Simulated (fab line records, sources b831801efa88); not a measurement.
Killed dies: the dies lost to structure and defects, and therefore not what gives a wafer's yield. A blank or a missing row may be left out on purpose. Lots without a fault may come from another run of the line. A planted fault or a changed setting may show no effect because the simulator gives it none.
fab line records | flow gf180mcu
record: lots: 10 | wafers: 30 | last-day: 34
route steps=602 shown V1@361 V2@384
lots with no fault: from the same line, run without faults
start-h: start of the lot's first displayed wafer, in hours after the record's first day | wait-h: hours elapsed since this lot's preceding step | " same as the row above | L1.1+2: several wafers, shown together as one row | - no value, or no start given | * or withheld: withheld | < > ~ a bound
route shown NAME@n: a module of which the file shows steps, and the number in the route of the first | usual: mean and standard deviation over wafers with no fault | same: alike in all rows | chamber/n: place in a boat | sites: each site's reading | _std_site: the standard deviation of these | _edge_site: mean of outer sites minus mean of inner sites | radius-mm: for every site, how far away it sits from the centre of the wafer | mask NAME#n: copy n | behind: the last tool/chamber to shape the wafer | hold: why the lot went on hold/how many hours it stayed there/how the hold came to an end | device: the transistor (n, p or np) that didn't switch | end of line: the route-end tests of the same wafers | where a step has no rows: the recipe by itself | killed: dies lost to structure and defects at the first sort, not the wafer's yield | map: a wafer's dies, x killed, . not, _ none there
set.NAME: setting as actually run; set.NAME@STEP: the setting as run at that earlier step | model.NAME: the simulator's own value behind a step, which no gauge read
steps of the route over a sample of lots; a table a step, a row a wafer
services: a tool's chamber out of use, with start hour (start-h, from the record's first day; less than 0 if before it), hours out, and reason
== steps ==
step: GF_V1_CMP_26
recipe: stop-on: SiO2 | down-force-psi: 3.5 | platen-rpm: 60 | t-overpolish-s: 15 | target-thk-nm: 0 | pad-velocity-m-s: 0.94248
usual: motor-current-A: 10.8/1.2 | overpolish-run-s: 15.000/0.0091 | platen-rpm: 60.00/0.044 | slurry-filter-dp-kPa: 13.50/0.13 | time-to-endpoint-s: 85/3.5
lot.wafer | tool   | chamber | start-h | wait-h | motor-current-A | overpolish-run-s | platen-rpm | slurry-filter-dp-kPa | time-to-endpoint-s
L799.4    | cmp-02 | 3       | 434.39  | 0.1    | 11.4            | 15.014           | 60.05      | 13.68                | 83
L799.2    | "      | 0       | "       | "      | 10.4            | 14.988           | 60.02      | 13.54                | 87
L799.5    | "      | 2       | "       | "      | 11.3            | 15.008           | 60.07      | 13.60                | 94
L802.2    | cmp-01 | 2       | 464.04  | 0.0    | 9.5             | 15.005           | 60.00      | 13.57                | 87
L802.3    | "      | 1       | "       | "      | 12.6            | 15.002           | 59.99      | 13.35                | 87
L802.5    | "      | 2       | "       | "      | 9.8             | 14.994           | 59.99      | 13.64                | 82
L803.3    | cmp-02 | 0       | 470.90  | 0.0    | 10.2            | 15.008           | 59.98      | 13.76                | 87
L803.4    | "      | 3       | "       | "      | 11.7            | 15.009           | 59.93      | 13.52                | 90
L803.6    | "      | 0       | "       | "      | 10.3            | 14.994           | 59.99      | 13.51                | 90
L805.1    | cmp-01 | 0       | 487.74  | 0.1    | 11.2            | 15.020           | 60.02      | 13.55                | 86
L805.2    | "      | 1       | "       | "      | 13.2            | 14.995           | 59.98      | 13.45                | 88
L805.6    | "      | 3       | "       | "      | 10.5            | 15.007           | 59.98      | 13.48                | 86
L807.2    | cmp-02 | 0       | 506.76  | 0.1    | 10.3            | 14.999           | 59.96      | 13.54                | 85
L807.5    | "      | 3       | "       | "      | 12.2            | 14.997           | 59.97      | 13.46                | 87
L807.6    | "      | 0       | "       | "      | 10.2            | 14.992           | 59.98      | 13.34                | 85
L813.3    | cmp-02 | 0       | 557.59  | 0.0    | 11.0            | 14.997           | 60.01      | 13.50                | 86
L813.1    | "      | 1       | "       | "      | 9.1             | 14.995           | 59.90      | 13.61                | 84
L813.6    | "      | 0       | "       | "      | 10.4            | 14.981           | 59.96      | 13.30                | 88
L815.4    | cmp-02 | 1       | 574.68  | 0.2    | 9.0             | 14.979           | 60.02      | 13.33                | 82
L815.1    | "      | 2       | "       | "      | 10.8            | 14.989           | 59.98      | 13.61                | 88
L815.5    | "      | 0       | "       | "      | 10.1            | 15.000           | 60.01      | 13.35                | 83
L818.1    | cmp-02 | 0       | 593.58  | 0.1    | 10.5            | 15.006           | 59.98      | 13.49                | 81
L818.2    | "      | 3       | "       | "      | 11.7            | 15.001           | 59.86      | 13.30                | 88
L818.6    | "      | 1       | "       | "      | 8.9             | 15.005           | 59.98      | 13.48                | 86
L819.1    | cmp-01 | 0       | 596.17  | 0.1    | 11.9            | 15.008           | 59.94      | 13.44                | 83
L819.3    | "      | 2       | "       | "      | 9.5             | 15.002           | 60.10      | 13.38                | 82
L819.6    | "      | 3       | "       | "      | 11.0            | 14.992           | 59.96      | 13.73                | 82
L820.4    | cmp-01 | 1       | 606.19  | 0.0    | 13.1            | 15.000           | 60.09      | 13.48                | 91
L820.2    | "      | 2       | "       | "      | 10.1            | 14.999           | 60.02      | 13.32                | 85
L820.1    | "      | 3       | "       | "      | 11.0            | 15.012           | 60.05      | 13.47                | 84
step: GF_V2_CVD_02
recipe: material: SiO2 | target-thk-nm: 850 | precursor: TEOS | temp-c: 400 | time-s: 94.851 | rf-w: 600
usual: heater-power-w: 677/95 | susceptor-temp-C: 399.99/0.23
lot.wafer | tool     | chamber | start-h | wait-h | heater-power-w | susceptor-temp-C
L799.2    | pecvd-04 | 2       | 459.20  | 0.0    | 654            | 399.98
L799.4    | "        | 2       | "       | "      | 688            | 399.87
L799.5    | "        | 1       | "       | "      | 653            | 400.08
L802.2    | pecvd-02 | 1       | 489.57  | 0.0    | 612            | 400.03
L802.3    | "        | 0       | "       | "      | 675            | 400.21
L802.5    | "        | 1       | "       | "      | 637            | 399.88
L803.3    | pecvd-04 | 0       | 496.04  | 0.0    | 620            | 399.94
L803.4    | "        | 1       | "       | "      | 629            | 399.91
L803.6    | "        | 0       | "       | "      | 505            | 399.80
L805.1    | pecvd-02 | 1       | 513.10  | 0.1    | 603            | 400.31
L805.2    | "        | 0       | "       | "      | 680            | 400.22
L805.6    | "        | 0       | "       | "      | 536            | 400.67
L807.2    | pecvd-04 | 2       | 531.68  | 0.0    | 700            | 400.08
L807.5    | "        | 1       | "       | "      | 701            | 400.25
L807.6    | "        | 0       | "       | "      | 607            | 399.32
L813.1    | pecvd-02 | 1       | 580.89  | 0.1    | 648            | 400.29
L813.3    | "        | 2       | "       | "      | 613            | 399.84
L813.6    | "        | 1       | "       | "      | 535            | 400.23
L815.1    | pecvd-02 | 2       | 597.25  | 0.1    | 737            | 400.33
L815.4    | "        | 2       | "       | "      | 745            | 400.16
L815.5    | "        | 1       | "       | "      | 630            | 400.13
L818.1    | pecvd-02 | 1       | 616.37  | 0.1    | 623            | 399.99
L818.2    | "        | 0       | "       | "      | 600            | 400.18
L818.6    | "        | 2       | "       | "      | 732            | 399.76
L819.1    | pecvd-04 | 1       | 618.21  | 0.1    | 690            | 400.06
L819.3    | "        | 2       | "       | "      | 699            | 400.13
L819.6    | "        | 2       | "       | "      | 719            | 400.22
L820.1    | pecvd-04 | 2       | 628.45  | 0.1    | 687            | 400.18
L820.2    | "        | 1       | "       | "      | 753            | 399.89
L820.4    | "        | 2       | "       | "      | 707            | 400.18
step: GF_V2_BOW_MEAS_05
recipe: mode: bow
usual: V2_BOW: 97/7.5
lot.wafer | tool          | chamber | start-h | wait-h | V2_BOW[um]
L799.2    | film-metro-01 | -       | 459.72  | 0.2    | 98
L799.4    | "             | -       | "       | "      | 93
L799.5    | "             | -       | "       | "      | 89
L802.2    | film-metro-03 | -       | 490.02  | 0.3    | 109
L802.3    | "             | -       | "       | "      | 96
L802.5    | "             | -       | "       | "      | 100
L803.3    | film-metro-03 | -       | 496.51  | 0.2    | 115
L803.4    | "             | -       | "       | "      | 110
L803.6    | "             | -       | "       | "      | 113
L805.1    | film-metro-01 | -       | 513.53  | 0.1    | 89
L805.2    | "             | -       | "       | "      | 84
L805.6    | "             | -       | "       | "      | 86
L807.2    | film-metro-03 | -       | 532.13  | 0.2    | 99
L807.5    | "             | -       | "       | "      | 99
L807.6    | "             | -       | "       | "      | 102
L813.1    | film-metro-01 | -       | 581.32  | 0.1    | 102
L813.3    | "             | -       | "       | "      | 95
L813.6    | "             | -       | "       | "      | 91
L815.1    | film-metro-04 | -       | 597.68  | 0.1    | 99
L815.4    | "             | -       | "       | "      | 98
L815.5    | "             | -       | "       | "      | 85
L818.1    | film-metro-01 | -       | 616.80  | 0.1    | 89
L818.2    | "             | -       | "       | "      | 96
L818.6    | "             | -       | "       | "      | 97
L819.1    | film-metro-03 | -       | 618.69  | 0.1    | 87
L819.3    | "             | -       | "       | "      | 86
L819.6    | "             | -       | "       | "      | 95
L820.1    | film-metro-04 | -       | 628.88  | 0.2    | 88
L820.2    | "             | -       | "       | "      | 84
L820.4    | "             | -       | "       | "      | 96
step: GF_V2_CVD_23
recipe: material: W | target-thk-nm: 350 | time-s: 104.94 | temp-c: 400 | pressure-torr: 40
usual: heater-power-w: 924/150 | susceptor-temp-C: 400.03/0.2
lot.wafer | tool     | chamber | start-h | wait-h | heater-power-w | susceptor-temp-C
L799.2    | cvd-w-01 | 0       | 484.31  | 0.1    | 976            | 399.97
L799.4    | "        | 0       | "       | "      | 956            | 400.20
L799.5    | "        | 0       | "       | "      | 961            | 400.13
L802.2    | cvd-w-02 | 0       | 514.96  | 0.0    | 725            | 399.70
L802.3    | "        | 1       | "       | "      | 759            | 399.99
L802.5    | "        | 0       | "       | "      | 734            | 400.14
L803.3    | cvd-w-01 | 1       | 520.57  | 0.1    | 1117           | 400.14
L803.4    | "        | 0       | "       | "      | 977            | 400.16
L803.6    | "        | 1       | "       | "      | 1112           | 400.12
L805.1    | cvd-w-02 | 0       | 537.70  | 0.0    | 705            | 399.72
L805.2    | "        | 1       | "       | "      | 767            | 399.62
L805.6    | "        | 1       | "       | "      | 778            | 400.05
L807.2    | cvd-w-02 | 1       | 555.21  | 0.0    | 785            | 400.41
L807.5    | "        | 1       | "       | "      | 795            | 400.20
L807.6    | "        | 0       | "       | "      | 717            | 400.33
L813.1    | cvd-w-02 | 1       | 603.83  | 0.0    | 831            | 411.33
L813.3    | "        | 1       | "       | "      | 866            | 411.13
L813.6    | "        | 0       | "       | "      | 748            | 411.37
L815.1    | cvd-w-02 | 0       | 620.01  | 0.0    | 763            | 410.83
L815.4    | "        | 0       | "       | "      | 767            | 411.28
L815.5    | "        | 0       | "       | "      | 759            | 411.47
L818.1    | cvd-w-01 | 1       | 638.30  | 0.0    | 1146           | 399.71
L818.2    | "        | 0       | "       | "      | 965            | 400.18
L818.6    | "        | 1       | "       | "      | 1132           | 400.11
L819.1    | cvd-w-01 | 0       | 639.80  | 0.0    | 981            | 399.96
L819.3    | "        | 0       | "       | "      | 948            | 400.08
L819.6    | "        | 1       | "       | "      | 1130           | 399.66
L820.1    | cvd-w-01 | 1       | 650.41  | 0.0    | 1122           | 399.82
L820.2    | "        | 0       | "       | "      | 977            | 400.10
L820.4    | "        | 1       | "       | "      | 1150           | 400.22
step: GF_V2_RS_MEAS_24
recipe: thk-meas-gauge: four-point-probe | reads: W_of_V2_CVD_23+TiN_of_V2_SPUTTER_22+Ti_of_V2_SPUTTER_21
usual: V2_W_RS: 0.324/0.0044
lot.wafer | tool          | chamber | start-h | wait-h | V2_W_RS[ohm/sq]
L799.2    | film-metro-01 | -       | 484.51  | 0.2    | 0.321
L799.4    | "             | -       | "       | "      | 0.324
L799.5    | "             | -       | "       | "      | 0.320
L802.2    | film-metro-04 | -       | 515.09  | 0.1    | 0.321
L802.3    | "             | -       | "       | "      | 0.325
L802.5    | "             | -       | "       | "      | 0.316
L803.3    | film-metro-03 | -       | 520.68  | 0.1    | 0.321
L803.4    | "             | -       | "       | "      | 0.326
L803.6    | "             | -       | "       | "      | 0.320
L805.1    | film-metro-01 | -       | 537.81  | 0.1    | 0.322
L805.2    | "             | -       | "       | "      | 0.329
L805.6    | "             | -       | "       | "      | 0.327
L807.2    | film-metro-04 | -       | 555.34  | 0.1    | 0.329
L807.5    | "             | -       | "       | "      | 0.334
L807.6    | "             | -       | "       | "      | 0.321
L813.1    | film-metro-01 | -       | 603.94  | 0.1    | 0.269
L813.3    | "             | -       | "       | "      | 0.270
L813.6    | "             | -       | "       | "      | 0.269
L815.1    | film-metro-04 | -       | 620.12  | 0.1    | 0.266
L815.4    | "             | -       | "       | "      | 0.266
L815.5    | "             | -       | "       | "      | 0.264
L818.1    | film-metro-04 | -       | 638.41  | 0.1    | 0.320
L818.2    | "             | -       | "       | "      | 0.325
L818.6    | "             | -       | "       | "      | 0.322
L819.1    | film-metro-04 | -       | 639.91  | 0.1    | 0.327
L819.3    | "             | -       | "       | "      | 0.331
L819.6    | "             | -       | "       | "      | 0.320
L820.1    | film-metro-01 | -       | 650.52  | 0.1    | 0.321
L820.2    | "             | -       | "       | "      | 0.321
L820.4    | "             | -       | "       | "      | 0.318
step: GF_V2_THK_MEAS_25
recipe: thk-meas-gauge: xrf | reads: W_of_V2_CVD_23
usual: V2_W_THK: 351/5.5
lot.wafer | tool          | chamber | start-h | wait-h | V2_W_THK[nm]
L799.2    | film-metro-01 | -       | 484.62  | 0.1    | 352
L799.4    | "             | -       | "       | "      | 351
L799.5    | "             | -       | "       | "      | 358
L802.2    | film-metro-04 | -       | 515.20  | 0.1    | 356
L802.3    | "             | -       | "       | "      | 352
L802.5    | "             | -       | "       | "      | 362
L803.3    | film-metro-03 | -       | 520.78  | 0.1    | 355
L803.4    | "             | -       | "       | "      | 349
L803.6    | "             | -       | "       | "      | 357
L805.1    | film-metro-01 | -       | 537.93  | 0.1    | 354
L805.2    | "             | -       | "       | "      | 344
L805.6    | "             | -       | "       | "      | 348
L807.2    | film-metro-04 | -       | 555.45  | 0.1    | 347
L807.5    | "             | -       | "       | "      | 343
L807.6    | "             | -       | "       | "      | 355
L813.1    | film-metro-01 | -       | 604.06  | 0.1    | 417
L813.3    | "             | -       | "       | "      | 415
L813.6    | "             | -       | "       | "      | 419
L815.1    | film-metro-04 | -       | 620.24  | 0.1    | 428
L815.4    | "             | -       | "       | "      | 426
L815.5    | "             | -       | "       | "      | 430
L818.1    | film-metro-04 | -       | 638.53  | 0.1    | 356
L818.2    | "             | -       | "       | "      | 350
L818.6    | "             | -       | "       | "      | 355
L819.1    | film-metro-04 | -       | 640.03  | 0.1    | 346
L819.3    | "             | -       | "       | "      | 346
L819.6    | "             | -       | "       | "      | 357
L820.1    | film-metro-01 | -       | 650.64  | 0.1    | 355
L820.2    | "             | -       | "       | "      | 352
L820.4    | "             | -       | "       | "      | 355
step: GF_V2_CMP_26
recipe: stop-on: SiO2 | down-force-psi: 3.5 | platen-rpm: 60 | t-overpolish-s: 15 | target-thk-nm: 0 | pad-velocity-m-s: 0.94248
usual: motor-current-A: 10.9/1.2 | platen-rpm: 60.00/0.042 | slurry-filter-dp-kPa: 13.52/0.14 | time-to-endpoint-s: 86/3.4
lot.wafer | tool   | chamber | start-h | wait-h | motor-current-A | platen-rpm | slurry-filter-dp-kPa | time-to-endpoint-s
L799.2    | cmp-01 | 2       | 484.77  | 0.1    | 9.5             | 60.02      | 13.65                | 86
L799.4    | "      | 3       | "       | "      | 11.6            | 59.99      | 13.36                | 85
L799.5    | "      | 1       | "       | "      | 12.8            | 60.06      | 13.46                | 90
L802.2    | cmp-02 | 3       | 515.35  | 0.1    | 11.6            | 59.85      | 13.37                | 88
L802.3    | "      | 0       | "       | "      | 9.9             | 60.03      | 13.50                | 83
L802.5    | "      | 1       | "       | "      | 8.8             | 60.03      | 13.57                | 88
L803.3    | cmp-02 | 3       | 520.82  | 0.0    | 11.6            | 59.91      | 13.42                | 86
L803.4    | "      | 2       | "       | "      | 11.0            | 59.96      | 13.48                | 92
L803.6    | "      | 0       | "       | "      | 9.9             | 60.01      | 13.66                | 84
L805.2    | cmp-02 | 3       | 537.99  | 0.0    | 11.7            | 59.89      | 13.33                | 81
L805.1    | "      | 2       | "       | "      | 11.3            | 59.93      | 13.39                | 91
L805.6    | "      | 3       | "       | "      | 11.8            | 59.94      | 13.59                | 85
L807.2    | cmp-02 | 1       | 555.55  | 0.1    | 9.1             | 60.00      | 13.63                | 87
L807.5    | "      | 0       | "       | "      | 10.0            | 60.07      | 13.48                | 85
L807.6    | "      | 1       | "       | "      | 9.3             | 59.99      | 13.21                | 90
L813.1    | cmp-01 | 2       | 604.17  | 0.1    | 10.0            | 59.99      | 13.62                | 105
L813.3    | "      | 0       | "       | "      | 11.1            | 60.01      | 13.37                | 102
L813.6    | "      | 2       | "       | "      | 9.2             | 59.96      | 13.47                | 107
L815.4    | cmp-01 | 2       | 620.40  | 0.1    | 9.9             | 59.92      | 13.42                | 99
L815.1    | "      | 3       | "       | "      | 11.0            | 59.96      | 13.55                | 101
L815.5    | "      | 1       | "       | "      | 12.8            | 60.02      | 13.49                | 110
L818.2    | cmp-01 | 0       | 638.59  | 0.0    | 10.9            | 60.04      | 13.50                | 85
L818.1    | "      | 1       | "       | "      | 13.3            | 60.03      | 13.40                | 88
L818.6    | "      | 1       | "       | "      | 13.0            | 60.01      | 13.35                | 94
L819.1    | cmp-01 | 0       | 640.09  | 0.1    | 10.9            | 60.02      | 13.63                | 87
L819.3    | "      | 2       | "       | "      | 9.4             | 60.00      | 13.32                | 84
L819.6    | "      | 1       | "       | "      | 13.2            | 59.99      | 13.39                | 89
L820.4    | cmp-02 | 1       | 650.70  | 0.0    | 9.0             | 60.02      | 13.70                | 91
L820.1    | "      | 2       | "       | "      | 11.2            | 59.97      | 13.27                | 93
L820.2    | "      | 0       | "       | "      | 10.6            | 59.96      | 13.39                | 86
== services ==
tool     | chamber | start-h | hours | kind
cvd-w-02 | 1       | 445.50  | 9.1   | repair
cvd-w-01 | -       | 452.08  | 0.5   | repair
cmp-02   | -       | 454.54  | 12.0  | pm
pecvd-04 | 2       | 468.30  | 4.4   | repair
cvd-w-01 | 1       | 483.52  | 9.4   | repair
cmp-02   | -       | 490.13  | 5.3   | pm
cmp-01   | -       | 516.56  | 1.1   | repair
pecvd-02 | -       | 535.52  | 5.5   | pm
cmp-01   | -       | 572.24  | 4.0   | pm
cmp-02   | -       | 575.86  | 2.2   | repair
cmp-01   | -       | 576.24  | -     | consumable-replace:conditioner
cmp-01   | -       | 576.24  | -     | consumable-replace:pad
pecvd-04 | 1       | 581.56  | -     | calibration
pecvd-04 | -       | 591.12  | 14.0  | pm
pecvd-04 | 0       | 591.12  | 14.0  | vent-cycle
pecvd-04 | 1       | 591.12  | 14.0  | vent-cycle
pecvd-04 | 2       | 591.12  | 14.0  | vent-cycle
pecvd-04 | 1       | 596.88  | 2.7   | repair
pecvd-02 | 2       | 597.50  | 8.7   | repair
pecvd-04 | 0       | 605.12  | -     | clean
pecvd-04 | 1       | 605.12  | -     | clean
pecvd-04 | 2       | 605.12  | -     | clean
cvd-w-02 | -       | 628.03  | 14.6  | pm
pecvd-04 | -       | 637.86  | 17.9  | repair
== key ==
first-sign: step: GF_V2_CVD_23 | reading: susceptor-temp-C | direction: up | sigmas: 55 | usual: * | struck: *
effect: step: GF_V2_RS_MEAS_24 | reading: V2_W_RS | direction: down | sigmas: 13 | usual: 0.324 | struck: 0.267
effect: step: GF_V2_THK_MEAS_25 | reading: V2_W_THK | direction: up | sigmas: 13 | usual: 351 | struck: 422
effect: step: GF_V2_CMP_26 | reading: time-to-endpoint-s | direction: up | sigmas: 5.4 | usual: * | struck: *
met-at GF_V2_CVD_23
struck-lots L813,L815
not-acting-at GF_V1_CMP_26,GF_V2_CVD_02,GF_V2_BOW_MEAS_05
onset-between 555.21 603.83
fault: kind: process-parameter-drift | tool: cvd-w-02 | chamber: - | onset-h: 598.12 | steps: GF_V2_CVD_23 | channel: temp-c | offset: * | shape: step | end-h: 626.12 | acts-in: * | stated: *
